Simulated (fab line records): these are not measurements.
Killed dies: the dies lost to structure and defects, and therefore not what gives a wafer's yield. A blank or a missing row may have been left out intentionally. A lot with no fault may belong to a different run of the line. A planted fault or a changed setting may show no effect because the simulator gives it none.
A struck lot beside a sound one / flow sfq_line / 42 steps out of a route of 325
Sound: these wafers, L117.1, L117.5, L117.6. Struck: wafers L122.1, L122.2, L122.4. Last of all comes the cause.
For every step that has rows: the tool of each side, followed by ch and its chambers, followed by its first start. Under that, the readings that differ: sound wafers / struck wafers / difference of the means / sigmas: that difference in standard deviations of wafers without a fault.
alike: readings whose means differ by less than 2 such deviations, and words and numbers that are the same on both sides. not compared: withheld readings, readings that some wafer has no value for, bounds like >300 that may hide the same value, and numbers for which the record gives no deviation and whose values overlap.
The two part at a step that has a row with sigmas, a row that says differs or no value, or rows on one side only. Numbers that don't overlap but have no deviation are shown without sigmas and don't part them. Lack of a reading on every wafer of one side parts them only where that side has two or more wafers.

first, 6 steps without rows for these wafers: SFQ_TRILAYER_M1_LITHO_COAT_044 (resist thk 62 nm); SFQ_TRILAYER_M1_LITHO_COAT_039 (resist thk 600 nm); SFQ_TRILAYER_M1_LITHO_SOFTBAKE_043; SFQ_TRILAYER_M1_LITHO_EXPOSE_040 (exposes mask M1, target cd 500 nm); SFQ_TRILAYER_M1_LITHO_PEB_042 (peb time 60 s); SFQ_TRILAYER_M1_LITHO_DEVELOP_041 (time 60 s).
SFQ_M1_OVL_MEAS_911:
  sound: overlay-01 at day 13 18:42; struck: overlay-01 at day 16 06:15
  alike: M1_OVL
SFQ_TRILAYER_M1_BARC_OPEN_METAL_ETCH_054: etches BARC in O2, target depth 125 nm, time 41.7 s.
  sound on rie_metal-03 ch 0,1, day 13 18:44; struck on rie_metal-01 ch 0,1, day 16 06:17
  alike: chamber_pressure_mTorr, drypump_motor_current_A, oes_product_au
  not compared: rf_hours_counter_h
then, 1 step without rows for these wafers: SFQ_TRILAYER_M1_ETCH_METAL_ETCH_042 (etches Nb in Cl2/Ar, stops on SiO2, target depth 240 nm, time 120 s).
SFQ_TRILAYER_M1_STRIP_STRIP_043: strips in O2.
  sound on rie_metal-03 ch 0,1, day 13 18:55; struck on rie_metal-01 ch 0,1, day 16 06:28
  alike: chamber_pressure_mTorr, drypump_motor_current_A, oes_product_au
  not compared: rf_hours_counter_h
then, 1 step without rows for these wafers: SFQ_TRILAYER_M1_STRIP_SOLV_CLEAN_044 (cleans in NMP, time 600 s).
SFQ_TRILAYER_I1_DEP_PECVD_045: deposits SiO2 from SiH4/N2O, time 111.11 s, target thk 500 nm.
  sound on pecvd-04 ch 1,2, day 13 19:41; struck on pecvd-01 ch 1,2, day 16 07:15
reading=throttle_valve_pct (%); sound=23.5 24.2 23.4; struck=26.2 26.9 26.0; difference=+2.7; sigmas=+2
  alike: heater_power_w, showerhead_vpp_V
SFQ_TRILAYER_I1_CMP_CMP_046: polishes SiO2.
  sound on cmp-01 ch 0,2,3, day 13 23:08; struck on cmp-02 ch 1,2,3, day 16 07:26
reading=time_to_endpoint_s (s); sound=230 221 232; struck=253 245 254; difference=+23; sigmas=+3
reading=model.SiO2_of_TRILAYER_I1_DEP_PECVD_045.thk_nm (nm); sound=200.4 200.8 200.7; struck=150 147.7 147.7; difference=-52; sigmas=
  alike: motor_current_A
SFQ_I1_BOW_MEAS_912:
  sound: film_metro-03 at day 14 00:38; struck: film_metro-03 at day 16 10:26
  alike: I1_BOW
SFQ_TRILAYER_I1_METRO_MEASURE_047:
  sound: film_metro-03 at day 14 00:45; struck: film_metro-03 at day 16 10:33
reading=thk_nm (nm); sound=200.3 200.7 200.5; struck=150.1 147.7 147.8; difference=-52.0; sigmas=-43
then, 6 steps without rows for these wafers: SFQ_TRILAYER_I1_VIA_LITHO_COAT_054 (resist thk 62 nm); SFQ_TRILAYER_I1_VIA_LITHO_COAT_049 (resist thk 650 nm); SFQ_TRILAYER_I1_VIA_LITHO_SOFTBAKE_053; SFQ_TRILAYER_I1_VIA_LITHO_EXPOSE_050 (exposes mask I1, target cd 500 nm); SFQ_TRILAYER_I1_VIA_LITHO_PEB_052 (peb time 60 s); SFQ_TRILAYER_I1_VIA_LITHO_DEVELOP_051 (time 60 s).
-- the record jumps here: 6 days lie between the struck wafers' starts before and after --
SFQ_I1_OVL_MEAS_913:
  sound: overlay-01 at day 20 02:11; struck: overlay-02 at day 22 19:07
  alike: I1_OVL
SFQ_TRILAYER_I1_VIA_BARC_OPEN_VIA_ETCH_071: etches BARC in O2, target depth 125 nm, time 41.7 s.
  sound on rie_diel-01 ch 1,3, day 20 02:13; struck on rie_diel-01 ch 0,2,3, day 22 19:09
reading=chamber_pressure_mTorr (mTorr); sound=29.99 29.87 29.99; struck=30.00 30.01 30.03; difference=+0.06; sigmas=+2
  alike: drypump_motor_current_A, oes_product_au
  not compared: rf_hours_counter_h
SFQ_TRILAYER_I1_VIA_ETCH_VIA_ETCH_052: etches SiO2 in CHF3, stops on Nb, target depth 260 nm.
  sound on rie_diel-01 ch 1,3, day 20 02:16; struck on rie_diel-01 ch 0,2,3, day 22 19:11
reading=oes_product_au (a.u.); sound=0.858 0.854 0.854; struck=0.731 0.730 0.733; difference=-0.124; sigmas=-23
reading=model.etch.depth_nm (nm); sound=200.4 200.8 200.7; struck=150 147.7 147.7; difference=-52; sigmas=
reading=model.I1.feature_depth_nm (nm); sound=200.4 200.8 200.7; struck=150 147.7 147.7; difference=-52; sigmas=
  alike: chamber_pressure_mTorr, drypump_motor_current_A
then, 2 steps without rows for these wafers: SFQ_TRILAYER_I1_VIA_STRIP_STRIP_053 (strips in O2); SFQ_TRILAYER_I1_VIA_STRIP_SOLV_CLEAN_054 (cleans in NMP, time 600 s).
SFQ_TRILAYER_M2_DEP_PRE_CLEAN_056: time 22.5 s.
  sound: pvd_sputter-04 at day 20 03:09; struck: pvd_sputter-06 at day 22 20:04
reading=model.SiO2_of_TRILAYER_I1_DEP_PECVD_045.thk_nm (nm); sound=192.9 193.3 193.2; struck=142.5 140.2 140.2; difference=-52.2; sigmas=
then, 1 step without rows for these wafers: SFQ_TRILAYER_M2_DEP_SPUTTER_055 (material Nb, target thk 200 nm, time 133.3 s).
SFQ_M2_RS_MEAS_914: a four-point-probe measurement.
  sound: film_metro-02 at day 20 03:16; struck: film_metro-04 at day 22 20:11
  alike: M2_NB_RS
then, 6 steps without rows for these wafers: SFQ_TRILAYER_M2_LITHO_COAT_062 (resist thk 62 nm); SFQ_TRILAYER_M2_LITHO_COAT_057 (resist thk 600 nm); SFQ_TRILAYER_M2_LITHO_SOFTBAKE_061; SFQ_TRILAYER_M2_LITHO_EXPOSE_058 (exposes mask M2, target cd 500 nm); SFQ_TRILAYER_M2_LITHO_PEB_060 (peb time 60 s); SFQ_TRILAYER_M2_LITHO_DEVELOP_059 (time 60 s).
-- the record jumps here: 6 days lie between the struck wafers' starts before and after --
SFQ_M2_OVL_MEAS_916:
  sound: overlay-02 at day 20 05:42; struck: overlay-01 at day 29 00:48
  alike: M2_OVL
SFQ_TRILAYER_M2_BARC_OPEN_METAL_ETCH_077: etches BARC in O2, target depth 125 nm, time 41.7 s.
  sound on rie_metal-04 ch 0,1, day 20 05:44; struck on rie_metal-04 ch 0,1, day 29 00:50
  alike: chamber_pressure_mTorr, drypump_motor_current_A, oes_product_au
  not compared: rf_hours_counter_h
then, 4 steps without rows for these wafers: SFQ_TRILAYER_M2_ETCH_METAL_ETCH_060 (etches Nb in Cl2/Ar, stops on SiO2, target depth 240 nm, time 120 s); SFQ_TRILAYER_M2_STRIP_STRIP_061 (strips in O2); SFQ_TRILAYER_M2_STRIP_SOLV_CLEAN_062 (cleans in NMP, time 600 s); SFQ_TRILAYER_I2_DEP_PECVD_063 (deposits SiO2 from SiH4/N2O, time 111.11 s, target thk 500 nm).
-- the record jumps here: 62 days lie between the struck wafers' starts before and after --
SFQ_M8_BOW_MEAS_951:
  sound: film_metro-03 at day 86 16:59; struck: film_metro-02 at day 90 17:41
reading=model.etest.i1.link_ohm; sound=1.964 1.955 1.956; struck=1.947 1.929 1.934; difference=-0.022; sigmas=
  alike: M8_BOW

WHERE THEY PART
At SFQ_TRILAYER_I1_DEP_PECVD_045 first; at SFQ_TRILAYER_I1_VIA_ETCH_VIA_ETCH_052 last (within this record only). Later steps at which nothing parts them and some readings are alike: SFQ_M2_RS_MEAS_914, SFQ_M2_OVL_MEAS_916, SFQ_TRILAYER_M2_BARC_OPEN_METAL_ETCH_077, SFQ_M8_BOW_MEAS_951.

WHY: what had been put in by the simulator
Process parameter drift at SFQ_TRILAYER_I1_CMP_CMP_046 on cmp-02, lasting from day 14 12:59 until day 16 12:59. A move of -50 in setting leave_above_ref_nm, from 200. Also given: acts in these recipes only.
